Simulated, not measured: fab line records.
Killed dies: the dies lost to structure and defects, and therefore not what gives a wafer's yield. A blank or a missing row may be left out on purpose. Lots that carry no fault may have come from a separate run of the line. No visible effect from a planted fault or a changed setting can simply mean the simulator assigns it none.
Which of the tools did it? || flow sky130 || 38 wafers from 13 lots sampled at 5 of the route's 708 steps

== WHAT EACH GAUGE READ, for each wafer ==
SKY_VT_ADJUST_HVTP_TW_MEAS_11. Usual: VT_ADJUST_HVTP_TW 1342, standard deviation 6.6.
{"lot": "L834", "measured": "day 6 03:56", "on": "film metro-01", "VT_ADJUST_HVTP_TW": "1346 1343 1344", "flag": ""}
{"lot": "L836", "measured": "day 6 16:31", "on": "film metro-04", "VT_ADJUST_HVTP_TW": "1352 1357 1355", "flag": ""}
{"lot": "L838", "measured": "day 7 02:08", "on": "film metro-02", "VT_ADJUST_HVTP_TW": "1327 1338 1340", "flag": ""}
{"lot": "L840", "measured": "day 7 16:01", "on": "film metro-01", "VT_ADJUST_HVTP_TW": "1338 1341 1334", "flag": ""}
{"lot": "L842", "measured": "day 8 00:23", "on": "film metro-02", "VT_ADJUST_HVTP_TW": "1343 1332 1341", "flag": ""}
{"lot": "L843", "measured": "day 8 10:41", "on": "film metro-01", "VT_ADJUST_HVTP_TW": "1354 1342 1349", "flag": ""}
{"lot": "L844", "measured": "day 8 15:02", "on": "film metro-02", "VT_ADJUST_HVTP_TW": "1334 1338 1341", "flag": ""}
{"lot": "L845", "measured": "day 8 22:47", "on": "film metro-02", "VT_ADJUST_HVTP_TW": "1333 1335", "flag": ""}
{"lot": "L846", "measured": "day 9 05:26", "on": "film metro-04", "VT_ADJUST_HVTP_TW": "1343 1335 1343", "flag": ""}
{"lot": "L852", "measured": "day 11 03:05", "on": "film metro-02", "VT_ADJUST_HVTP_TW": "1343 1338 1344", "flag": ""}
{"lot": "L854", "measured": "day 11 11:38", "on": "film metro-02", "VT_ADJUST_HVTP_TW": "1341 1345 1340", "flag": ""}
{"lot": "L855", "measured": "day 11 22:31", "on": "film metro-04", "VT_ADJUST_HVTP_TW": "1349 1348 1345", "flag": ""}
{"lot": "L857", "measured": "day 12 06:43", "on": "film metro-02", "VT_ADJUST_HVTP_TW": "1336 1335 1332", "flag": ""}

SKY_VT_ADJUST_LVTN_TW_MEAS_21. Usual: VT_ADJUST_LVTN_2_TW 186.5, standard deviation 0.96.
{"lot": "L834", "measured": "day 7 17:25", "on": "film metro-04", "VT_ADJUST_LVTN_2_TW": "186.2 186.9 187.0", "flag": ""}
{"lot": "L836", "measured": "day 8 08:28", "on": "film metro-02", "VT_ADJUST_LVTN_2_TW": "184.7 186.0 185.8", "flag": ""}
{"lot": "L838", "measured": "day 8 19:26", "on": "film metro-02", "VT_ADJUST_LVTN_2_TW": "185.9 186.6 186.2", "flag": ""}
{"lot": "L840", "measured": "day 9 09:56", "on": "film metro-04", "VT_ADJUST_LVTN_2_TW": "187.2 187.0 186.3", "flag": ""}
{"lot": "L842", "measured": "day 9 19:28", "on": "film metro-02", "VT_ADJUST_LVTN_2_TW": "184.8 186.5 185.9", "flag": ""}
{"lot": "L843", "measured": "day 10 06:35", "on": "film metro-02", "VT_ADJUST_LVTN_2_TW": "186.0 186.9 186.5", "flag": ""}
{"lot": "L844", "measured": "day 10 10:27", "on": "film metro-02", "VT_ADJUST_LVTN_2_TW": "186.2 186.5 186.3", "flag": ""}
{"lot": "L845", "measured": "day 10 19:07", "on": "film metro-03", "VT_ADJUST_LVTN_2_TW": "187.5 187.3", "flag": ""}
{"lot": "L846", "measured": "day 11 02:34", "on": "film metro-02", "VT_ADJUST_LVTN_2_TW": "186.4 185.7 184.5", "flag": ""}
{"lot": "L852", "measured": "day 13 03:43", "on": "film metro-02", "VT_ADJUST_LVTN_2_TW": "187.0 186.8 186.5", "flag": ""}
{"lot": "L854", "measured": "day 13 12:16", "on": "film metro-04", "VT_ADJUST_LVTN_2_TW": "188.0 187.2 187.0", "flag": ""}
{"lot": "L855", "measured": "day 13 23:37", "on": "film metro-02", "VT_ADJUST_LVTN_2_TW": "186.4 186.6 185.9", "flag": ""}
{"lot": "L857", "measured": "day 14 08:33", "on": "film metro-04", "VT_ADJUST_LVTN_2_TW": "189.0 187.6 187.1", "flag": ""}

SKY_VT_ADJUST_HVTR_TW_MEAS_11. Usual: VT_ADJUST_HVTR_TW 209.7, standard deviation 0.98.
{"lot": "L834", "measured": "day 9 11:35", "on": "film metro-02", "VT_ADJUST_HVTR_TW": "207.5 207.8 207.9", "flag": ""}
{"lot": "L836", "measured": "day 10 03:56", "on": "film metro-03", "VT_ADJUST_HVTR_TW": "210.4 209.9 209.4", "flag": ""}
{"lot": "L838", "measured": "day 10 16:26", "on": "film metro-03", "VT_ADJUST_HVTR_TW": "210.9 210.8 211.0", "flag": ""}
{"lot": "L840", "measured": "day 11 07:33", "on": "film metro-01", "VT_ADJUST_HVTR_TW": "208.0 209.7 209.0", "flag": ""}
{"lot": "L842", "measured": "day 11 17:44", "on": "film metro-03", "VT_ADJUST_HVTR_TW": "211.3 210.3 211.0", "flag": ""}
{"lot": "L843", "measured": "day 12 05:59", "on": "film metro-03", "VT_ADJUST_HVTR_TW": "210.4 210.4 210.8", "flag": ""}
{"lot": "L844", "measured": "day 12 09:11", "on": "film metro-03", "VT_ADJUST_HVTR_TW": "210.8 198.0 210.2", "flag": "OFF"}
{"lot": "L845", "measured": "day 12 19:26", "on": "film metro-02", "VT_ADJUST_HVTR_TW": "197.1 207.7", "flag": "OFF"}
{"lot": "L846", "measured": "day 13 03:45", "on": "film metro-01", "VT_ADJUST_HVTR_TW": "211.1 210.3 198.1", "flag": "OFF"}
{"lot": "L852", "measured": "day 15 09:11", "on": "film metro-01", "VT_ADJUST_HVTR_TW": "208.8 209.4 209.1", "flag": ""}
{"lot": "L854", "measured": "day 15 17:26", "on": "film metro-03", "VT_ADJUST_HVTR_TW": "210.4 209.4 210.4", "flag": ""}
{"lot": "L855", "measured": "day 16 06:08", "on": "film metro-01", "VT_ADJUST_HVTR_TW": "210.4 210.5 210.8", "flag": ""}
{"lot": "L857", "measured": "day 16 16:15", "on": "film metro-02", "VT_ADJUST_HVTR_TW": "208.7 209.8 209.4", "flag": ""}

SKY_VT_ADJUST_PCH_TW_MEAS_10. Usual: VT_ADJUST_PCH_TW 141.7, standard deviation 0.83.
{"lot": "L834", "measured": "day 10 09:43", "on": "film metro-02", "VT_ADJUST_PCH_TW": "140.9 142.2 141.7", "flag": ""}
{"lot": "L836", "measured": "day 11 03:21", "on": "film metro-04", "VT_ADJUST_PCH_TW": "142.1 142.0 141.8", "flag": ""}
{"lot": "L838", "measured": "day 11 16:25", "on": "film metro-01", "VT_ADJUST_PCH_TW": "141.2 141.4 141.3", "flag": ""}
{"lot": "L840", "measured": "day 12 07:14", "on": "film metro-02", "VT_ADJUST_PCH_TW": "141.6 140.8 141.7", "flag": ""}
{"lot": "L842", "measured": "day 12 18:30", "on": "film metro-02", "VT_ADJUST_PCH_TW": "140.9 140.2 141.4", "flag": ""}
{"lot": "L843", "measured": "day 13 06:05", "on": "film metro-01", "VT_ADJUST_PCH_TW": "142.3 141.7 142.0", "flag": ""}
{"lot": "L844", "measured": "day 13 09:25", "on": "film metro-01", "VT_ADJUST_PCH_TW": "142.6 142.4 142.2", "flag": ""}
{"lot": "L845", "measured": "day 13 20:02", "on": "film metro-04", "VT_ADJUST_PCH_TW": "141.4 142.3", "flag": ""}
{"lot": "L846", "measured": "day 14 05:46", "on": "film metro-02", "VT_ADJUST_PCH_TW": "140.8 140.6 141.0", "flag": ""}
{"lot": "L852", "measured": "day 16 14:01", "on": "film metro-04", "VT_ADJUST_PCH_TW": "142.7 142.5 142.1", "flag": ""}
{"lot": "L854", "measured": "day 16 21:37", "on": "film metro-04", "VT_ADJUST_PCH_TW": "142.5 142.4 141.9", "flag": ""}
{"lot": "L855", "measured": "day 17 11:04", "on": "film metro-02", "VT_ADJUST_PCH_TW": "140.4 141.2 140.4", "flag": ""}
{"lot": "L857", "measured": "day 17 21:47", "on": "film metro-02", "VT_ADJUST_PCH_TW": "141.5 140.2 140.9", "flag": ""}

== EACH LOT AND THE TOOL THAT RAN IT (in order: tool; ch and the chambers of the sampled wafers; start) ==
{"lot": "L834", "SKY_VT_ADJUST_HVTR_IMPLANT_09": "implanter-04 ch 0, day 9 11:20"}
{"lot": "L836", "SKY_VT_ADJUST_HVTR_IMPLANT_09": "implanter-01 ch 0, day 10 03:41"}
{"lot": "L838", "SKY_VT_ADJUST_HVTR_IMPLANT_09": "implanter-02 ch 0, day 10 16:11"}
{"lot": "L840", "SKY_VT_ADJUST_HVTR_IMPLANT_09": "implanter-02 ch 0, day 11 07:20"}
{"lot": "L842", "SKY_VT_ADJUST_HVTR_IMPLANT_09": "implanter-01 ch 0, day 11 17:29"}
{"lot": "L843", "SKY_VT_ADJUST_HVTR_IMPLANT_09": "implanter-01 ch 0, day 12 05:44"}
{"lot": "L844", "SKY_VT_ADJUST_HVTR_IMPLANT_09": "implanter-01 ch 0, day 12 08:56"}
{"lot": "L845", "SKY_VT_ADJUST_HVTR_IMPLANT_09": "implanter-01 ch 0, day 12 19:12"}
{"lot": "L846", "SKY_VT_ADJUST_HVTR_IMPLANT_09": "implanter-01 ch 0, day 13 03:30"}
{"lot": "L852", "SKY_VT_ADJUST_HVTR_IMPLANT_09": "implanter-02 ch 0, day 15 08:57"}
{"lot": "L854", "SKY_VT_ADJUST_HVTR_IMPLANT_09": "implanter-04 ch 0, day 15 17:11"}
{"lot": "L855", "SKY_VT_ADJUST_HVTR_IMPLANT_09": "implanter-01 ch 0, day 16 05:55"}
{"lot": "L857", "SKY_VT_ADJUST_HVTR_IMPLANT_09": "implanter-01 ch 0, day 16 16:02"}
- SKY_VT_ADJUST_HVTR_IMPLANT_09

== WHAT THE TOOLS THEMSELVES READ (means of the sampled wafers that have a number; where no wafer has one, the mark that the record gives instead) ==
SKY_VT_ADJUST_HVTR_IMPLANT_09. Usual: beam on s 9.99 s, standard deviation 0.2; end station pressure torr 5.04e-06 Torr, standard deviation 2.9e-07; faraday current uA 11.86, standard deviation 0.23.
{"lot": "L834", "tool": "implanter-04", "beam on s (s)": 9.88, "end station pressure torr (Torr)": 4.92e-06, "faraday current uA": 11.95, "flag": ""}
{"lot": "L836", "tool": "implanter-01", "beam on s (s)": 10.06, "end station pressure torr (Torr)": 4.93e-06, "faraday current uA": 11.75, "flag": ""}
{"lot": "L838", "tool": "implanter-02", "beam on s (s)": 10.21, "end station pressure torr (Torr)": 5.01e-06, "faraday current uA": 11.59, "flag": ""}
{"lot": "L840", "tool": "implanter-02", "beam on s (s)": 9.84, "end station pressure torr (Torr)": 5.01e-06, "faraday current uA": 12.01, "flag": ""}
{"lot": "L842", "tool": "implanter-01", "beam on s (s)": 9.91, "end station pressure torr (Torr)": 4.78e-06, "faraday current uA": 11.97, "flag": ""}
{"lot": "L843", "tool": "implanter-01", "beam on s (s)": 10.14, "end station pressure torr (Torr)": 5.12e-06, "faraday current uA": 11.70, "flag": ""}
{"lot": "L844", "tool": "implanter-01", "beam on s (s)": 9.41, "end station pressure torr (Torr)": 5.02e-06, "faraday current uA": 12.72, "flag": "OFF"}
{"lot": "L845", "tool": "implanter-01", "beam on s (s)": 9.00, "end station pressure torr (Torr)": 5.16e-06, "faraday current uA": 13.34, "flag": "OFF"}
{"lot": "L846", "tool": "implanter-01", "beam on s (s)": 9.41, "end station pressure torr (Torr)": 4.88e-06, "faraday current uA": 12.74, "flag": "OFF"}
{"lot": "L852", "tool": "implanter-02", "beam on s (s)": 10.07, "end station pressure torr (Torr)": 5.20e-06, "faraday current uA": 11.76, "flag": ""}
{"lot": "L854", "tool": "implanter-04", "beam on s (s)": 10.11, "end station pressure torr (Torr)": 5.07e-06, "faraday current uA": 11.71, "flag": ""}
{"lot": "L855", "tool": "implanter-01", "beam on s (s)": 9.96, "end station pressure torr (Torr)": 5.10e-06, "faraday current uA": 11.89, "flag": ""}
{"lot": "L857", "tool": "implanter-01", "beam on s (s)": 9.91, "end station pressure torr (Torr)": 4.95e-06, "faraday current uA": 11.94, "flag": ""}

== THE ANSWER, worked out from the rows above alone ==
Rule: take the mean of a lot's wafers that have a number; if it is more than 3 standard deviations from the usual mean, the lot is off. Also off: a lot with no number at a reading for which 4 or more lots have one. All remaining lots with rows at the step are treated as sound. After the gauges, taken in route order, come the tools' own readings; for these a lot's mean is taken, as printed above. At the first step where some lot is off, the reading lying furthest off is the one used; lots without a number count as furthest.
Off: L844, L845, L846, at SKY_VT_ADJUST_HVTR_TW_MEAS_11 (VT_ADJUST_HVTR_TW).
If a tool, at a process step before that reading, ran all the lots that are off and no sound lot after the first of them, it fits. Not tried: the gauges at SKY_VT_ADJUST_HVTR_TW_MEAS_11; whatever is off there is also off at SKY_VT_ADJUST_HVTR_IMPLANT_09, on other tools, and gauge error can't account for it. No candidate that was tried fits.

== WHAT THE SIMULATOR HAD INSERTED ==
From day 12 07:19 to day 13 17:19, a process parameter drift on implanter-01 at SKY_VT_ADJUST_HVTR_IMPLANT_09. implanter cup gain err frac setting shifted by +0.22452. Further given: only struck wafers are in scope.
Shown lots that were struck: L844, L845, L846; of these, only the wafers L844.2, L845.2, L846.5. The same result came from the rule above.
